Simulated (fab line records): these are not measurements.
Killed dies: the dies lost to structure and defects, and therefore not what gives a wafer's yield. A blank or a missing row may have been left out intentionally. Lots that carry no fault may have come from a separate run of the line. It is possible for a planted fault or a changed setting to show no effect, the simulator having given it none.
fab line records ; flow sky130
record: lots: 13; wafers: 39; last-day: 50
route steps=708 shown SPACER@305 SD_N@346
lots that met no fault: taken from a fault-free run of the same line
start-h: hours from the record's opening day to when the first of the lot's shown wafers began ; wait-h: how many hours have passed since the lot's step before this one ; " the same as in the row above ; L1.1+2: a single row standing in for several wafers ; - either no value or no given start ; * or withheld: withheld ; < > ~ a bound
route shown NAME@n: NAME is a module with steps in the file, n the number in the route of the first one ; usual: mean and standard deviation over wafers with no fault ; same: alike in all rows ; chamber/n: place in a boat ; sites: each site's reading ; _std_site: how widely they spread, as a standard deviation ; _edge_site: the outer-site mean with the inner-site mean subtracted ; radius-mm: how far each site lies from the wafer's centre ; mask NAME#n: copy n ; behind: the last tool/chamber to shape the wafer ; hold: the reason the lot was held/the length of the hold in hours/how it ended ; device: transistor that didn't switch, given as n, p or np ; end of line: the route-end tests of the same wafers ; a step given without rows: its recipe and nothing more ; killed: dies that structure and defects cost at the first sort, which is not the same as the wafer's yield ; map: per-die view of a wafer (x killed, . not killed, _ where there is no die)
set.NAME: the setting as run; set.NAME@STEP: as run at that earlier step ; model.NAME: the simulator's own value behind a step, which no gauge read
one table for each step of the route and one row for each wafer, over a sample of lots
services: when a tool's chamber went out of use (start-h, in hours from the record's first day, below 0 if earlier), for how many hours, and the reason
== steps ==
step: SKY_SPACER_THK_MEAS_01
recipe: reads: Si3N4_of_SPACER_CVD_00
usual: SPACER_CVD_00_THK: 43.0/0.42
lot.wafer;tool;chamber;start-h;wait-h;SPACER_CVD_00_THK[nm]
L501.4;film-metro-01;-;536.41;0.0;43.1
L501.5;film-metro-01;-;536.41;0.0;42.9
L501.6;film-metro-01;-;536.41;0.0;43.0
L503.3;film-metro-04;-;548.85;0.0;42.8
L503.4;film-metro-04;-;548.85;0.0;43.1
L503.6;film-metro-04;-;548.85;0.0;42.9
L504.1;film-metro-03;-;550.12;0.0;43.5
L504.2;film-metro-03;-;550.12;0.0;43.5
L504.3;film-metro-03;-;550.12;0.0;43.4
L505.1;film-metro-04;-;553.62;0.0;44.0
L505.2;film-metro-04;-;553.62;0.0;43.5
L505.4;film-metro-04;-;553.62;0.0;43.6
L506.2;film-metro-04;-;570.86;0.0;43.6
L506.3;film-metro-04;-;570.86;0.0;43.5
L506.6;film-metro-04;-;570.86;0.0;43.4
L507.3;film-metro-01;-;577.02;0.0;42.7
L507.4;film-metro-01;-;577.02;0.0;42.4
L507.5;film-metro-01;-;577.02;0.0;42.6
L508.1;film-metro-01;-;588.02;0.0;43.8
L508.2;film-metro-01;-;588.02;0.0;43.6
L508.6;film-metro-01;-;588.02;0.0;43.9
L509.1;film-metro-01;-;600.15;0.0;43.4
L509.3;film-metro-01;-;600.15;0.0;43.5
L509.6;film-metro-01;-;600.15;0.0;43.2
L510.2;film-metro-04;-;603.21;0.0;43.3
L510.3;film-metro-04;-;603.21;0.0;42.9
L510.6;film-metro-04;-;603.21;0.0;42.9
L514.3;film-metro-01;-;631.18;0.0;42.6
L514.5;film-metro-01;-;631.18;0.0;43.0
L514.6;film-metro-01;-;631.18;0.0;42.5
L522.1;film-metro-04;-;720.67;0.0;42.4
L522.4;film-metro-04;-;720.67;0.0;42.8
L522.5;film-metro-04;-;720.67;0.0;42.9
L524.1;film-metro-04;-;721.88;0.0;42.4
L524.3;film-metro-04;-;721.88;0.0;42.0
L524.5;film-metro-04;-;721.88;0.0;42.4
L523.3;film-metro-04;-;731.84;0.0;43.0
L523.4;film-metro-04;-;731.84;0.0;43.1
L523.5;film-metro-04;-;731.84;0.0;43.2
step: SKY_SPACER_ETCHBACK_02
recipe: chemistry: CH3F/O2; target: Si3N4; stop-on: SiO2; source-w: 400; bias-w: 80; pressure-mtorr: 25; ch3f-flow-sccm: 40; O2_flow_sccm: 30; time-s: 46.7; target-depth-a: 450
usual: O2_flow_sccm: 30.00/0.085; drypump-motor-current-A: 5.8/0.41; oes-product-au: 0.854/0.0063; throttle-valve-pct: 10.562/0.0096
lot.wafer;tool;chamber;start-h;wait-h;O2_flow_sccm;drypump-motor-current-A;oes-product-au;rf-hours-counter-h;throttle-valve-pct
L501.4;rie-diel-04;3;536.44;0.0;30.10;5.6;0.858;41;10.562
L501.5;rie-diel-04;0;536.44;0.0;29.96;6.1;0.856;-;10.554
L501.6;rie-diel-04;3;536.44;0.0;30.18;5.6;0.856;-;10.558
L503.3;rie-diel-04;1;548.89;0.0;30.01;6.4;0.852;2;10.574
L503.4;rie-diel-04;3;548.89;0.0;29.94;5.6;0.854;41;10.554
L503.6;rie-diel-04;3;548.89;0.0;29.91;5.6;0.851;-;10.567
L504.1;rie-diel-03;1;550.18;0.1;30.01;5.3;0.861;6;10.557
L504.2;rie-diel-03;3;550.18;0.1;29.95;5.8;0.857;2;10.568
L504.3;rie-diel-03;2;550.18;0.1;29.97;5.0;0.853;46;10.565
L505.1;rie-diel-02;3;553.68;0.1;30.02;6.5;0.868;46;10.557
L505.2;rie-diel-02;1;553.68;0.1;29.98;5.8;0.859;44;10.548
L505.4;rie-diel-02;0;553.68;0.1;30.01;6.2;0.869;11;10.558
L506.2;rie-diel-03;2;570.91;0.0;29.96;5.0;0.850;47;10.572
L506.3;rie-diel-03;3;570.91;0.0;30.16;5.8;0.859;3;10.565
L506.6;rie-diel-03;2;570.91;0.0;30.14;5.0;0.857;-;10.563
L507.3;rie-diel-04;0;577.06;0.0;29.93;6.1;0.855;3;10.548
L507.4;rie-diel-04;3;577.06;0.0;29.96;5.6;0.850;41;10.570
L507.5;rie-diel-04;1;577.06;0.0;29.92;6.5;0.852;-;10.558
L508.1;rie-diel-02;2;588.08;0.1;30.03;6.1;0.871;4;10.549
L508.2;rie-diel-02;0;588.08;0.1;30.09;6.2;0.862;12;10.564
L508.6;rie-diel-02;2;588.08;0.1;30.00;6.1;0.852;-;10.558
L509.1;rie-diel-03;1;600.21;0.1;29.98;5.3;0.853;7;10.555
L509.3;rie-diel-03;3;600.21;0.1;29.89;5.8;0.857;3;10.561
L509.6;rie-diel-03;3;600.21;0.1;29.94;5.8;0.861;-;10.559
L510.2;rie-diel-02;0;603.26;0.0;29.87;6.1;0.851;12;10.561
L510.3;rie-diel-02;1;603.26;0.0;30.09;5.7;0.860;45;10.549
L510.6;rie-diel-02;2;603.26;0.0;29.97;6.1;0.850;-;10.572
L514.3;rie-diel-03;2;631.22;0.0;30.12;5.0;0.844;48;10.552
L514.5;rie-diel-03;0;631.22;0.0;30.03;5.8;0.854;-;10.587
L514.6;rie-diel-03;1;631.22;0.0;29.98;5.3;0.853;-;10.559
L522.1;rie-diel-02;1;720.73;0.1;30.03;5.7;0.849;48;10.557
L522.4;rie-diel-02;1;720.73;0.1;30.01;5.7;0.854;-;10.547
L522.5;rie-diel-02;2;720.73;0.1;30.02;6.1;0.847;-;10.569
L524.1;rie-diel-04;3;721.94;0.1;29.98;5.5;0.840;44;10.559
L524.3;rie-diel-04;2;721.94;0.1;29.96;5.7;0.845;1;10.566
L524.5;rie-diel-04;1;721.94;0.1;29.77;6.4;0.853;-;10.560
L523.3;rie-diel-03;3;731.88;0.0;29.84;5.8;0.854;6;10.574
L523.4;rie-diel-03;0;731.88;0.0;29.96;5.8;0.860;-;10.554
L523.5;rie-diel-03;1;731.88;0.0;30.07;5.3;0.852;-;10.582
step: SKY_SD_N_EXPOSE_04
recipe: mask-id: NSDM; na: 0.6; source-shape: conventional; sigma-outer: 0.6; polarization: unpolarized; target-cd-nm: 380; dose-mj: 141
usual: focus-offset-nm: 0.0/0.53; reticle-temp-C: 22.99/0.11
lot.wafer;tool;chamber;start-h;wait-h;mask;focus-offset-nm;reticle-temp-C
L501.4;iline-stepper-02;0;637.66;-;NSDM#0;-0.2;22.84
L501.5;iline-stepper-02;0;637.66;-;NSDM#0;-1.2;22.87
L501.6;iline-stepper-02;0;637.66;-;NSDM#0;-0.9;22.90
L503.3;iline-stepper-01;0;649.53;-;NSDM#0;0.1;23.14
L503.4;iline-stepper-01;0;649.53;-;NSDM#0;0.1;23.20
L503.6;iline-stepper-01;0;649.53;-;NSDM#0;-0.1;23.15
L504.1;iline-stepper-01;0;658.82;-;NSDM#0;-0.4;23.07
L504.2;iline-stepper-01;0;658.82;-;NSDM#0;-0.7;23.21
L504.3;iline-stepper-01;0;658.82;-;NSDM#0;-0.5;23.10
L505.1;iline-stepper-01;0;660.92;-;NSDM#0;0.0;22.86
L505.2;iline-stepper-01;0;660.92;-;NSDM#0;-0.2;22.67
L505.4;iline-stepper-01;0;660.92;-;NSDM#0;-0.6;22.89
L506.2;iline-stepper-01;0;666.69;-;NSDM#0;-0.6;23.15
L506.3;iline-stepper-01;0;666.69;-;NSDM#0;0.3;23.00
L506.6;iline-stepper-01;0;666.69;-;NSDM#0;-0.3;23.09
L507.3;iline-stepper-02;0;676.38;-;NSDM#0;-0.2;23.03
L507.4;iline-stepper-02;0;676.38;-;NSDM#0;-0.1;22.93
L507.5;iline-stepper-02;0;676.38;-;NSDM#0;-0.7;22.90
L508.1;iline-stepper-02;0;684.68;-;NSDM#0;0.2;22.99
L508.2;iline-stepper-02;0;684.68;-;NSDM#0;-0.2;22.90
L508.6;iline-stepper-02;0;684.68;-;NSDM#0;0.3;22.92
L509.1;iline-stepper-02;0;695.65;-;NSDM#0;0.1;22.99
L509.3;iline-stepper-02;0;695.65;-;NSDM#0;0.1;23.05
L509.6;iline-stepper-02;0;695.65;-;NSDM#0;-0.7;23.06
L510.2;iline-stepper-01;0;699.49;-;NSDM#0;-0.2;23.09
L510.3;iline-stepper-01;0;699.49;-;NSDM#0;0.4;22.75
L510.6;iline-stepper-01;0;699.49;-;NSDM#0;0.8;22.99
L514.3;iline-stepper-01;0;730.46;-;URPM#0;-0.3;22.97
L514.5;iline-stepper-01;0;730.46;-;URPM#0;-0.1;22.92
L514.6;iline-stepper-01;0;730.46;-;URPM#0;0.4;23.05
L522.1;iline-stepper-02;0;813.80;-;NSDM#0;-0.8;22.99
L522.4;iline-stepper-02;0;813.80;-;NSDM#0;-0.6;22.97
L522.5;iline-stepper-02;0;813.80;-;NSDM#0;0.1;22.87
L524.1;iline-stepper-01;0;815.12;-;NSDM#0;-0.6;23.00
L524.3;iline-stepper-01;0;815.12;-;NSDM#0;0.0;23.04
L524.5;iline-stepper-01;0;815.12;-;NSDM#0;0.1;23.02
L523.3;iline-stepper-01;0;824.79;-;NSDM#0;-0.4;22.96
L523.4;iline-stepper-01;0;824.79;-;NSDM#0;-0.3;23.07
L523.5;iline-stepper-01;0;824.79;-;NSDM#0;0.5;23.04
step: SKY_SD_N_CD_MEAS_07
recipe: target-cd-nm: 380
usual: cd-nm: 379.8/2.6
lot.wafer;tool;chamber;start-h;wait-h;cd-nm
L501.4;cd-sem-01;-;652.94;0.2;375.4
L501.5;cd-sem-01;-;652.94;0.2;374.1
L501.6;cd-sem-01;-;652.94;0.2;374.1
L503.3;cd-sem-01;-;660.79;0.1;381.7
L503.4;cd-sem-01;-;660.79;0.1;380.6
L503.6;cd-sem-01;-;660.79;0.1;379.8
L504.1;cd-sem-02;-;674.28;0.1;372.5
L504.2;cd-sem-02;-;674.28;0.1;374.1
L504.3;cd-sem-02;-;674.28;0.1;372.7
L505.1;cd-sem-01;-;676.52;0.1;382.5
L505.2;cd-sem-01;-;676.52;0.1;383.6
L505.4;cd-sem-01;-;676.52;0.1;383.1
L506.2;cd-sem-02;-;681.99;0.1;377.5
L506.3;cd-sem-02;-;681.99;0.1;376.3
L506.6;cd-sem-02;-;681.99;0.1;377.6
L507.3;cd-sem-02;-;688.87;0.1;381.6
L507.4;cd-sem-02;-;688.87;0.1;384.2
L507.5;cd-sem-02;-;688.87;0.1;381.8
L508.1;cd-sem-01;-;698.22;0.1;384.3
L508.2;cd-sem-01;-;698.22;0.1;382.7
L508.6;cd-sem-01;-;698.22;0.1;383.5
L509.1;cd-sem-02;-;710.67;0.1;380.5
L509.3;cd-sem-02;-;710.67;0.1;381.9
L509.6;cd-sem-02;-;710.67;0.1;381.4
L510.2;cd-sem-01;-;713.40;0.1;378.2
L510.3;cd-sem-01;-;713.40;0.1;376.9
L510.6;cd-sem-01;-;713.40;0.1;380.1
L514.3;cd-sem-02;-;743.56;0.1;-
L514.5;cd-sem-02;-;743.56;0.1;-
L514.6;cd-sem-02;-;743.56;0.1;-
L522.1;cd-sem-01;-;826.77;0.1;379.7
L522.4;cd-sem-01;-;826.77;0.1;380.3
L522.5;cd-sem-01;-;826.77;0.1;382.0
L524.1;cd-sem-01;-;827.73;0.1;380.8
L524.3;cd-sem-01;-;827.73;0.1;383.1
L524.5;cd-sem-01;-;827.73;0.1;382.5
L523.3;cd-sem-01;-;835.92;0.1;380.9
L523.4;cd-sem-01;-;835.92;0.1;378.6
L523.5;cd-sem-01;-;835.92;0.1;380.2
step: SKY_SD_N_TW_MEAS_12
usual: SD_N_TW: 3971/36
lot.wafer;tool;chamber;start-h;wait-h;SD_N_TW
L501.4;film-metro-04;-;653.58;0.1;3978
L501.5;film-metro-04;-;653.58;0.1;3984
L501.6;film-metro-04;-;653.58;0.1;3972
L503.3;film-metro-01;-;661.33;0.1;3983
L503.4;film-metro-01;-;661.33;0.1;3960
L503.6;film-metro-01;-;661.33;0.1;3980
L504.1;film-metro-04;-;674.83;0.1;3998
L504.2;film-metro-04;-;674.83;0.1;4006
L504.3;film-metro-04;-;674.83;0.1;4021
L505.1;film-metro-01;-;677.07;0.1;3952
L505.2;film-metro-01;-;677.07;0.1;3944
L505.4;film-metro-01;-;677.07;0.1;3950
L506.2;film-metro-01;-;682.53;0.1;3965
L506.3;film-metro-01;-;682.53;0.1;3979
L506.6;film-metro-01;-;682.53;0.1;3967
L507.3;film-metro-04;-;689.40;0.1;4000
L507.4;film-metro-04;-;689.40;0.1;4008
L507.5;film-metro-04;-;689.40;0.1;4024
L508.1;film-metro-01;-;698.77;0.1;4012
L508.2;film-metro-01;-;698.77;0.1;4002
L508.6;film-metro-01;-;698.77;0.1;4008
L509.1;film-metro-02;-;711.22;0.1;3900
L509.3;film-metro-02;-;711.22;0.1;3909
L509.6;film-metro-02;-;711.22;0.1;3928
L510.2;film-metro-01;-;713.94;0.1;3974
L510.3;film-metro-01;-;713.94;0.1;3990
L510.6;film-metro-01;-;713.94;0.1;3970
L514.3;film-metro-02;-;744.09;0.1;30
L514.5;film-metro-02;-;744.09;0.1;30
L514.6;film-metro-02;-;744.09;0.1;29
L522.1;film-metro-04;-;827.32;0.1;3985
L522.4;film-metro-04;-;827.32;0.1;3989
L522.5;film-metro-04;-;827.32;0.1;3992
L524.1;film-metro-02;-;828.28;0.1;3944
L524.3;film-metro-02;-;828.28;0.1;3964
L524.5;film-metro-02;-;828.28;0.1;3949
L523.3;film-metro-02;-;836.45;0.1;3949
L523.4;film-metro-02;-;836.45;0.1;3946
L523.5;film-metro-02;-;836.45;0.1;3933
step: SKY_SD_N_RTA_14
recipe: temp-c: 1075; time-s: 2; idle-temp-c: 650; ramp-up-c-per-s: 150; ramp-down-c-per-s: 90; ambient: N2
usual: anneal-temp-c-max: 1078.4/0.81; lamp-power-pct: 15.73/0.049; wafer_temp_C_max: 1078.1/1.3
lot.wafer;tool;chamber;start-h;wait-h;anneal-temp-c-max;lamp-power-pct;wafer_temp_C_max
L501.4;rtp-anneal-01;0;653.69;0.0;1078.2;15.66;1078.5
L501.5;rtp-anneal-01;0;653.69;0.0;1077.5;15.64;1077.6
L501.6;rtp-anneal-01;0;653.69;0.0;1078.0;15.73;1076.7
L503.3;rtp-anneal-01;0;661.44;0.0;1079.8;15.70;1081.7
L503.4;rtp-anneal-01;0;661.44;0.0;1079.7;15.76;1078.4
L503.6;rtp-anneal-01;0;661.44;0.0;1078.9;15.70;1079.1
L504.1;rtp-anneal-02;0;674.94;0.0;1076.9;15.71;1077.7
L504.2;rtp-anneal-02;0;674.94;0.0;1078.4;15.69;1079.7
L504.3;rtp-anneal-02;0;674.94;0.0;1078.7;15.64;1077.1
L505.1;rtp-anneal-01;0;677.18;0.0;1078.3;15.68;1077.1
L505.2;rtp-anneal-01;0;677.18;0.0;1078.3;15.68;1080.1
L505.4;rtp-anneal-01;0;677.18;0.0;1079.0;15.80;1078.0
L506.2;rtp-anneal-02;0;682.64;0.0;1077.2;15.71;1079.8
L506.3;rtp-anneal-02;0;682.64;0.0;1078.3;15.77;1076.0
L506.6;rtp-anneal-02;0;682.64;0.0;1077.3;15.78;1078.0
L507.3;rtp-anneal-01;0;689.51;0.0;1078.4;15.72;1077.7
L507.4;rtp-anneal-01;0;689.51;0.0;1077.9;15.83;1077.2
L507.5;rtp-anneal-01;0;689.51;0.0;1078.8;15.72;1078.7
L508.1;rtp-anneal-02;0;698.88;0.0;1077.3;15.74;1076.0
L508.2;rtp-anneal-02;0;698.88;0.0;1077.6;15.79;1079.5
L508.6;rtp-anneal-02;0;698.88;0.0;1076.9;15.73;1076.2
L509.1;rtp-anneal-01;0;711.33;0.0;1078.1;15.70;1077.7
L509.3;rtp-anneal-01;0;711.33;0.0;1078.6;15.76;1078.9
L509.6;rtp-anneal-01;0;711.33;0.0;1078.6;15.75;1076.0
L510.2;rtp-anneal-02;0;714.11;0.0;1077.6;15.70;1078.2
L510.3;rtp-anneal-02;0;714.11;0.0;1078.4;15.72;1079.0
L510.6;rtp-anneal-02;0;714.11;0.0;1077.7;15.78;1076.5
L514.3;rtp-anneal-02;0;744.20;0.0;1077.7;15.70;1077.3
L514.5;rtp-anneal-02;0;744.20;0.0;1078.3;15.73;1077.4
L514.6;rtp-anneal-02;0;744.20;0.0;1077.4;15.76;1077.8
L522.1;rtp-anneal-01;0;827.43;0.0;1078.9;15.76;1078.9
L522.4;rtp-anneal-01;0;827.43;0.0;1079.3;15.78;1077.0
L522.5;rtp-anneal-01;0;827.43;0.0;1078.7;15.68;1078.0
L524.1;rtp-anneal-02;0;828.39;0.0;1079.8;15.69;1078.6
L524.3;rtp-anneal-02;0;828.39;0.0;1077.4;15.65;1079.1
L524.5;rtp-anneal-02;0;828.39;0.0;1079.4;15.74;1079.1
L523.3;rtp-anneal-02;0;836.56;0.0;1077.6;15.70;1077.2
L523.4;rtp-anneal-02;0;836.56;0.0;1077.8;15.69;1076.5
L523.5;rtp-anneal-02;0;836.56;0.0;1078.9;15.75;1078.7
== services ==
tool;chamber;start-h;hours;kind
rie-diel-04;2;516.74;2.7;repair
iline-stepper-01;-;534.86;8.5;repair
iline-stepper-02;-;543.32;1.7;pm
rie-diel-04;-;563.86;0.3;repair
iline-stepper-02;-;587.28;19.3;repair
iline-stepper-01;-;593.37;11.7;repair
rie-diel-04;2;596.89;9.0;repair
iline-stepper-01;-;605.93;5.9;repair
iline-stepper-01;-;611.80;4.3;pm
rie-diel-03;-;633.19;0.6;repair
rie-diel-04;-;652.86;0.4;repair
rie-diel-04;-;658.42;0.2;repair
rie-diel-02;0;659.66;2.0;repair
rie-diel-02;0;663.23;6.7;repair
rie-diel-02;1;703.15;9.9;repair
rie-diel-04;-;709.87;0.5;repair
iline-stepper-01;-;715.49;1.7;pm
rie-diel-02;2;731.39;5.1;repair
rie-diel-02;-;742.38;14.6;pm
iline-stepper-01;-;756.22;12.9;repair
iline-stepper-02;-;769.13;1.7;pm
rie-diel-03;0;770.20;2.1;repair
rtp-anneal-02;-;795.84;3.1;pm
iline-stepper-02;-;818.12;2.1;pm
== key ==
first-sign: step: SKY_SD_N_EXPOSE_04; reading: mask; direction: changed
effect: step: SKY_SD_N_CD_MEAS_07; reading: cd-nm; direction: missing
effect: step: SKY_SD_N_TW_MEAS_12; reading: SD_N_TW; direction: down; sigmas: 99+; usual: 3971; struck: 30
met-at SKY_SD_N_EXPOSE_04
struck-lots L514
sort-left-out L514.3,L514.5,L514.6
tester-left-out L514
not-acting-at SKY_SPACER_THK_MEAS_01,SKY_SPACER_ETCHBACK_02,SKY_SD_N_RTA_14
onset-between 699.49 730.46
fault: kind: wrong-mask; tool: any; chamber: -; onset-h: 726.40; steps: SKY_SD_N_EXPOSE_04; aux-copy: URPM#0; scope: struck-lots-only
tester-left-out: of these lots the tester's yield and bins aren't shown, on N5 and GAA mostly nor the transistor test; their killed dies are dies lost to structure and defects alone, not to doping, threshold or leakage, so they don't give the yield
sort-left-out: the simulated sort isn't trusted on such a fault, so these wafers' sort isn't shown, and their yield isn't known
